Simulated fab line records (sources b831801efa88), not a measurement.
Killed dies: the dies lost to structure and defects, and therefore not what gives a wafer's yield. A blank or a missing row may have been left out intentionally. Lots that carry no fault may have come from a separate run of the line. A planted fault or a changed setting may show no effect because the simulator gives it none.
fab line records	flow sky130
[record] lots = 6	wafers = 18	last_day = 49
route steps=708 shown VIA2@509 PAD_OPEN@708
lots that met no fault: from a run of the same line without faults
start_h: hours from the record's first day to the start of the lot's first wafer shown	wait_h: hours from the lot's prior step to this one	" identical to the entry in the row above	L1.1+2: several wafers, shown together as one row	- no value present, or no start provided	* or withheld: withheld	< > ~ a bound
route shown NAME@n: NAME is a module with steps in the file, n the number in the route of the first one	usual: average and standard deviation across the fault-free wafers	same: alike in all rows	chamber/n: place in a boat	sites: each site's reading	_std_site: standard deviation of those values	_edge_site: inner sites' mean taken away from outer sites' mean	radius_mm: for every site, how far away it sits from the centre of the wafer	mask NAME#n: copy n	behind: tool/chamber where the wafer was last shaped	hold: why the lot went on hold/how many hours it stayed there/how the hold came to an end	device: whichever transistor did not switch (one of n, p or np)	end of line: the tests these same wafers got at the end of their route	a step without rows: its recipe alone	killed: not the wafer's yield, but the dies lost to structure and defects at the first sort	map: per-die view of a wafer (x killed, . not killed, _ where there is no die)
set.NAME: the setting the step ran with; set.NAME@STEP: the setting that earlier step ran with	model.NAME: the simulator's own value behind a step, which no gauge read
lots seen at some steps along the route; tables by step, rows by wafer
services: when a tool's chamber went out of use (start_h, in hours from the record's first day, below 0 if earlier), for how many hours, and the reason
[[steps]]
[step SKY_VIA2_CMP_02]
[recipe] material = SiO2	down_force_psi = 4	platen_rpm = 60	pad_velocity_m_s = 0.94248
[usual] motor_current_A = 11.7/0.95
lot.wafer	tool	chamber	start_h	wait_h	motor_current_A
L285.4	cmp-02	0	845.64	0.0	12.3
L285.2	"	2	"	"	12.3
L285.6	"	1	"	"	10.2
L292.1	cmp-01	0	887.88	0.1	11.1
L292.2	"	1	"	"	10.9
L292.3	"	2	"	"	13.2
L294.2	cmp-01	0	909.09	0.0	11.8
L294.4	"	2	"	"	13.5
L294.1	"	3	"	"	11.6
L298.1	cmp-01	1	932.59	0.1	10.4
L298.4	"	2	"	"	13.8
L298.6	"	1	"	"	11.2
L299.1	cmp-02	3	936.34	0.1	11.2
L299.2	"	0	"	"	12.7
L299.6	"	1	"	"	10.0
L300.2	cmp-01	1	947.94	0.0	11.1
L300.3	"	3	"	"	10.4
L300.6	"	2	"	"	12.7
[step SKY_VIA2_BOW_MEAS_03]
[recipe] mode = bow
[usual] VIA2_BOW = 87/7.5
lot.wafer	tool	chamber	start_h	wait_h	VIA2_BOW[um]
L285.2	film_metro-01	-	845.96	0.2	88
L285.4	"	-	"	"	91
L285.6	"	-	"	"	83
L292.1	film_metro-04	-	888.13	0.2	91
L292.2	"	-	"	"	98
L292.3	"	-	"	"	89
L294.1	film_metro-02	-	909.39	0.1	91
L294.2	"	-	"	"	81
L294.4	"	-	"	"	75
L298.1	film_metro-04	-	932.89	0.2	87
L298.4	"	-	"	"	76
L298.6	"	-	"	"	95
L299.1	film_metro-01	-	936.54	0.1	89
L299.2	"	-	"	"	88
L299.6	"	-	"	"	83
L300.2	film_metro-02	-	948.26	0.3	83
L300.3	"	-	"	"	74
L300.6	"	-	"	"	74
[step SKY_VIA2_DEHYDRATE_04]
[recipe] temp_c = 200	time_s = 60
[step SKY_VIA2_HMDS_05]
[recipe] prime_time_s = 60	prime_temp_c = 120
[step SKY_VIA2_COAT_06]
[recipe] resist = BARC	temp_c = withheld	time_s = withheld	spin_rpm = 3000	resist_thk_nm = 60
[step SKY_VIA2_COAT_07]
[recipe] resist = KrF-thick	spin_rpm = 3000	resist_thk_nm = 450
[step SKY_VIA2_SOFTBAKE_08]
[recipe] temp_c = 100	time_s = 90	resist = KrF-thick
[step SKY_VIA2_EXPOSE_09]
[recipe] mask_id = VIM2	na = 0.8	source_shape = annular	sigma_inner = 0.55	sigma_outer = 0.85	target_cd_nm = 200	dose_mj = 38
[step SKY_VIA2_PEB_10]
[recipe] peb_temp_c = withheld	peb_time_s = withheld	resist = KrF-thick
[step SKY_VIA2_DEVELOP_11]
[recipe] develop_time_s = 60	resist = KrF-thick	dev_temp_c = 21
[step SKY_VIA2_CD_MEAS_12]
[recipe] target_cd_nm = 200
[usual] cd_nm = 199.8/1.5
lot.wafer	tool	chamber	start_h	wait_h	cd_nm
L285.2	cd_sem-02	-	871.58	-	199.9
L285.4	"	-	"	"	200.8
L285.6	"	-	"	"	200.0
L292.1	cd_sem-02	-	913.16	-	198.1
L292.2	"	-	"	"	199.4
L292.3	"	-	"	"	198.1
L294.1	cd_sem-02	-	933.57	-	198.1
L294.2	"	-	"	"	199.4
L294.4	"	-	"	"	199.9
L298.1	cd_sem-02	-	957.17	-	201.0
L298.4	"	-	"	"	201.8
L298.6	"	-	"	"	200.9
L299.1	cd_sem-01	-	960.57	-	200.0
L299.2	"	-	"	"	200.2
L299.6	"	-	"	"	199.9
L300.2	cd_sem-02	-	973.13	-	199.0
L300.3	"	-	"	"	199.6
L300.6	"	-	"	"	198.7
[step SKY_VIA2_OVL_MEAS_13]
[usual] VIA2_OVL = 2/7.2
lot.wafer	tool	chamber	start_h	wait_h	VIA2_OVL[nm]
L285.2	overlay-01	-	871.68	0.1	4
L285.4	"	-	"	"	-2
L285.6	"	-	"	"	1
L292.1	overlay-02	-	913.28	0.1	2
L292.2	"	-	"	"	16
L292.3	"	-	"	"	2
L294.1	overlay-02	-	933.69	0.1	5
L294.2	"	-	"	"	1
L294.4	"	-	"	"	2
L298.1	overlay-02	-	957.29	0.1	-9
L298.4	"	-	"	"	2
L298.6	"	-	"	"	2
L299.1	overlay-01	-	960.69	0.1	6
L299.2	"	-	"	"	9
L299.6	"	-	"	"	2
L300.2	overlay-02	-	973.24	0.1	-9
L300.3	"	-	"	"	-9
L300.6	"	-	"	"	-7
[step SKY_VIA2_ETCH_14]
[recipe] chemistry = N2/H2	target = BARC	ion_energy_ev = 200	source_w = 500	bias_w = 100	pressure_mtorr = 30	n2_flow_sccm = 100	h2_flow_sccm = 200	stop_on = SiO2	time_s = 45.9	target_depth_a = 600
[usual] drypump_motor_current_A = 6.0/0.38	oes_product_au = 0.854/0.0048	run_length_s = 74.2/0.51	throttle_valve_pct = 13.225/0.0096
lot.wafer	tool	chamber	start_h	wait_h	drypump_motor_current_A	oes_product_au	rf_hours_counter_h	run_length_s	throttle_valve_pct	model.KrF-thick_of_VIA2_COAT_07.thk_nm
L285.2	rie_diel-03	3	871.71	0.0	5.8	0.865	21	74.8	13.223	390.7
L285.4	"	2	"	"	5.8	0.849	5	73.7	13.211	389.1
L285.6	"	3	"	"	5.8	0.854	-	74.6	13.209	390.1
L292.1	rie_diel-02	1	913.31	0.0	6.6	0.852	18	74.5	13.223	392.9
L292.2	"	0	"	"	6.2	0.855	9	74.5	13.217	392.9
L292.3	"	2	"	"	6.2	0.857	13	73.6	13.216	394
L294.1	rie_diel-03	0	933.73	0.0	5.2	0.766	24	86.4	13.213	382.3
L294.2	"	2	"	"	5.8	0.760	7	85.1	13.233	382
L294.4	"	1	"	"	6.2	0.758	18	85.7	13.209	383.2
L298.1	rie_diel-03	2	957.33	0.0	5.7	0.758	8	85.1	13.216	377.5
L298.4	"	3	"	"	5.8	0.759	23	86.1	13.222	378.9
L298.6	"	0	"	"	5.2	0.755	-	86.7	13.223	378.6
L299.1	rie_diel-02	1	960.73	0.0	6.5	0.856	19	74.1	13.215	393.7
L299.2	"	3	"	"	5.6	0.848	7	75.1	13.241	394.6
L299.6	"	2	"	"	6.3	0.853	-	73.9	13.235	394.5
L300.2	rie_diel-01	3	973.27	0.0	6.0	0.847	6	74.9	13.225	391.3
L300.3	"	0	"	"	6.4	0.854	3	73.9	13.222	391.8
L300.6	"	0	"	"	6.4	0.854	-	73.9	13.231	391.2
[step SKY_VIA2_ETCH_15]
[recipe] target = SiO2	chemistry = C4F8/O2/Ar	target_depth_nm = 546	stop_on = TiN	mask_material = KrF-thick	source_w = 1500	bias_w = 1200	pressure_mtorr = 40	c4f8_flow_sccm = withheld	O2_flow_sccm = 6	Ar_flow_sccm = 300	time_s = 84
[usual] oes_product_au = 0.940/0.0049	run_length_s = 112.4/0.52
lot.wafer	tool	chamber	start_h	wait_h	oes_product_au	run_length_s	model.KrF-thick_of_VIA2_COAT_07.thk_nm
L285.2	rie_diel-03	3	871.76	0.0	0.943	112.7	281
L285.4	"	2	"	"	0.940	111.9	278.9
L285.6	"	3	"	"	0.942	112.8	280.7
L292.1	rie_diel-02	1	913.36	0.0	0.942	112.1	284.3
L292.2	"	0	"	"	0.944	112.6	285.3
L292.3	"	2	"	"	0.939	112.2	285.8
L294.1	rie_diel-03	0	933.77	0.0	0.938	113.3	272.4
L294.2	"	2	"	"	0.931	111.7	271.7
L294.4	"	1	"	"	0.928	112.1	274.1
L298.1	rie_diel-03	2	957.37	0.0	0.931	112.0	269.1
L298.4	"	3	"	"	0.942	112.7	269.6
L298.6	"	0	"	"	0.941	112.9	269.7
L299.1	rie_diel-02	1	960.77	0.0	0.939	112.0	284.2
L299.2	"	3	"	"	0.938	112.6	285.9
L299.6	"	2	"	"	0.946	112.2	284.9
L300.2	rie_diel-01	3	973.31	0.0	0.937	113.4	281.5
L300.3	"	0	"	"	0.948	111.8	281.1
L300.6	"	0	"	"	0.944	112.3	280.4
[step SKY_VIA2_STRIP_16]
[recipe] chemistry = O2/N2	power_w = 1400	pressure_mtorr = 1500	platen_temp_c = withheld	o2_flow_sccm = 3000	n2_flow_sccm = 300	overash_fraction = 0.5
[usual] drypump_motor_current_A = 5.6/0.69	oes_product_au = 0.399/0.0048	strip_time_to_endpoint_s = 4.042/0.025
lot.wafer	tool	chamber	start_h	wait_h	drypump_motor_current_A	oes_product_au	rf_hours_counter_h	strip_time_to_endpoint_s
L285.2	plasma_asher-01	0	871.82	0.0	4.8	0.395	13	4.034
L285.4	"	0	"	"	4.8	0.402	-	3.997
L285.6	"	0	"	"	4.9	0.401	-	4.045
L292.1	plasma_asher-04	1	913.42	0.0	6.7	0.395	48	4.053
L292.2	"	0	"	"	5.1	0.411	48	4.054
L292.3	"	1	"	"	6.7	0.405	-	4.077
L294.1	plasma_asher-01	1	933.83	0.0	5.2	0.387	19	3.922
L294.2	"	0	"	"	4.9	0.388	19	3.930
L294.4	"	0	"	"	4.8	0.394	-	3.954
L298.1	plasma_asher-04	0	957.43	0.0	5.1	0.400	53	3.900
L298.4	"	0	"	"	5.1	0.397	-	3.883
L298.6	"	0	"	"	5.1	0.395	-	3.908
L299.1	plasma_asher-01	0	960.83	0.0	4.8	0.405	22	4.049
L299.2	"	1	"	"	5.2	0.402	22	4.070
L299.6	"	1	"	"	5.2	0.409	-	4.067
L300.2	plasma_asher-01	1	973.37	0.0	5.2	0.406	23	4.025
L300.3	"	0	"	"	4.8	0.397	-	4.002
L300.6	"	1	"	"	5.2	0.405	-	4.016
[step SKY_VIA2_STRIP_17]
[recipe] chemistry = post_etch_residue_remover	time_s = 1200	temp_c = 72.5
[step SKY_PAD_OPEN_PROBE_99]
[usual] defect_limited_yield = 82.4/2	killed_at_M0_to_M3 = 44/7.4	killed_at_M4_up = 3.1/1.8	killed_at_contacts = 24/5.6	killed_at_front_end = 15/4.9	killed_at_other = 0.4/0.59	killed_dies = 87/9.8	killed_open = 47/7.2	killed_short = 39/6.8	sort_bin_3_pad_short = 0.9/0.41	sort_bin_5_function = 10.3/1.6	sort_bin_6_memory = 6.5/1.1	sort_n_pass = 405/9.8	sort_yield_pct = 82.4/2
[same] gross_dies = 492	killed_at_back_side = 0	sort_bin_4_leakage[%] = 0	sort_bin_8_speed[%] = 0
lot.wafer	tool	chamber	start_h	wait_h	defect_limited_yield[%]	killed_at_M0_to_M3	killed_at_M4_up	killed_at_contacts	killed_at_front_end	killed_at_other	killed_dies	killed_open	killed_short	sort_bin_3_pad_short[%]	sort_bin_5_function[%]	sort_bin_6_memory[%]	sort_n_pass	sort_yield_pct[%]
L285.2	prober-01	-	1095.54	0.1	82.1	47	4	20	17	0	88	45	41	0.6	10.2	7.1	404	82.1
L285.4	prober-01	-	1095.64	0.2	81.7	41	3	28	18	0	90	54	35	1.0	10.2	7.1	402	81.7
L285.6	prober-01	-	1095.74	0.2	85.8	38	3	27	2	0	70	39	31	0.8	7.9	5.5	422	85.8
L292.1	prober-02	-	1129.74	0.1	82.3	45	5	20	17	0	87	41	46	1.2	9.3	7.1	405	82.3
L292.2	prober-02	-	1129.79	0.1	81.5	48	5	20	17	1	91	47	44	1.0	12.6	4.9	401	81.5
L292.3	prober-02	-	1129.84	0.2	79.7	62	3	15	20	0	100	56	44	0.6	12.0	7.7	392	79.7
L294.2	prober-02	-	1146.00	0.1	82.5	42	5	23	16	0	86	49	37	1.0	9.3	7.1	406	82.5
L298.1	prober-02	-	1163.31	0.1	79.7	57	1	22	20	0	100	58	42	0.4	14.0	5.9	392	79.7
L298.4	prober-02	-	1163.46	0.2	81.5	43	1	20	27	0	91	56	35	0.4	10.6	7.5	401	81.5
L298.6	prober-02	-	1163.56	0.2	85.2	42	4	15	12	0	73	34	39	0.6	9.6	4.7	419	85.2
// killed by level:class
L285.2 LI_CONTACT:geometric_particle:open=10 VIA1:geometric_particle:open=7 METAL1:geometric_particle:short=7 METAL2:geometric_particle:short=6 VIA3:geometric_particle:open=6 FIELD_ISO:geometric_particle:open=5 VIA2:geometric_particle:open=5 CONTACT:geometric_particle:short=4
L285.4 CONTACT:geometric_particle:open=11 VIA1:geometric_particle:open=11 VIA3:geometric_particle:open=8 LI_CONTACT:geometric_particle:open=6 POLY_GATE:geometric_particle:open=5 VIA3:geometric_particle:short=5 LI_CONTACT:geometric_particle:short=4 VIA2:geometric_particle:open=4
L285.6 CONTACT:geometric_particle:open=9 VIA2:geometric_particle:open=7 VIA1:geometric_particle:open=7 VIA3:geometric_particle:open=7 LOCAL_INTERCONNECT:geometric_particle:short=6 LI_CONTACT:geometric_particle:short=5 CONTACT:geometric_particle:short=4 METAL3:geometric_particle:short=4
L292.1 METAL2:geometric_particle:short=10 VIA1:geometric_particle:open=9 FIELD_ISO:geometric_particle:open=6 VIA3:geometric_particle:open=6 CONTACT:geometric_particle:open=5 LI_CONTACT:geometric_particle:open=5 LOCAL_INTERCONNECT:geometric_particle:short=5 METAL1:geometric_particle:short=5
L292.2 VIA1:geometric_particle:open=11 FIELD_ISO:geometric_particle:short=7 CONTACT:geometric_particle:open=7 VIA3:geometric_particle:open=7 CONTACT:geometric_particle:short=6 METAL2:geometric_particle:short=6 METAL1:geometric_particle:short=5 VIA2:geometric_particle:open=5
L292.3 VIA1:geometric_particle:open=16 METAL2:geometric_particle:short=11 FIELD_ISO:geometric_particle:open=10 VIA2:geometric_particle:open=8 FIELD_ISO:geometric_particle:short=7 METAL1:geometric_particle:short=6 VIA1:geometric_particle:short=6 LI_CONTACT:geometric_particle:open=5
L294.2 CONTACT:geometric_particle:open=11 VIA1:geometric_particle:open=8 LI_CONTACT:geometric_particle:open=6 VIA2:geometric_particle:short=6 VIA1:geometric_particle:short=5 POLY_GATE:geometric_particle:open=4 METAL4:geometric_particle:short=4 METAL1:geometric_particle:short=4
L298.1 VIA1:geometric_particle:open=11 VIA3:geometric_particle:open=11 CONTACT:geometric_particle:open=10 POLY_GATE:geometric_particle:open=6 METAL1:geometric_particle:short=6 LI_CONTACT:geometric_particle:open=5 CONTACT:geometric_particle:short=5 METAL2:geometric_particle:short=5
L298.4 VIA1:geometric_particle:open=13 LI_CONTACT:geometric_particle:open=9 FIELD_ISO:geometric_particle:open=8 CONTACT:geometric_particle:open=7 METAL2:geometric_particle:short=7 POLY_GATE:geometric_particle:open=6 VIA2:geometric_particle:open=6 METAL3:geometric_particle:short=4
L298.6 VIA3:geometric_particle:open=7 VIA1:geometric_particle:short=7 VIA1:geometric_particle:open=6 METAL2:geometric_particle:short=6 POLY_GATE:geometric_particle:short=5 LI_CONTACT:geometric_particle:open=5 CONTACT:geometric_particle:short=5 CONTACT:geometric_particle:open=5
[[services]]
tool	chamber	start_h	hours	kind
rie_diel-01	3	832.08	8.4	repair
rie_diel-03	0	846.31	8.6	repair
rie_diel-01	0	860.49	-	clean
rie_diel-01	0	860.49	16.2	scheduled_down
rie_diel-01	0	860.49	16.2	vent_cycle
rie_diel-02	3	884.00	3.5	repair
rie_diel-03	3	894.44	9.1	repair
cmp-02	-	908.88	16.6	pm
plasma_asher-04	-	910.51	2.9	repair
cmp-01	-	916.59	4.0	pm
cmp-01	-	920.59	-	consumable_replace:conditioner
cmp-01	-	920.59	-	consumable_replace:pad
plasma_asher-04	-	945.42	1.1	repair
cmp-02	-	961.60	0.9	repair
cmp-01	-	967.18	5.5	pm
[[key]]
[first_sign] step = SKY_VIA2_ETCH_14	reading = run_length_s	direction = up	sigmas = 23	usual = *	struck = *
[effect] step = SKY_VIA2_ETCH_14	reading = oes_product_au	direction = down	sigmas = 20	usual = 0.854	struck = 0.759
[effect] step = SKY_VIA2_STRIP_16	reading = strip_time_to_endpoint_s	direction = down	sigmas = 5	usual = *	struck = *
[model_effect] step = SKY_VIA2_ETCH_14	value = KrF-thick_of_VIA2_COAT_07.thk_nm	without = 391.4	struck = 380.4
[model_effect] step = SKY_VIA2_ETCH_15	value = KrF-thick_of_VIA2_COAT_07.thk_nm	without = 282.1	struck = 271.1
met_at SKY_VIA2_ETCH_14
struck_wafers L294.1,L294.2,L294.4,L298.1,L298.4,L298.6
onset_between 871.71 933.73
[fault] kind = process_parameter_drift	tool = rie_diel-03	chamber = -	onset_h = 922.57	steps = SKY_VIA2_ETCH_14	channel = time_s	offset = *	shape = step	end_h = 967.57	acts_in = *	stated = *
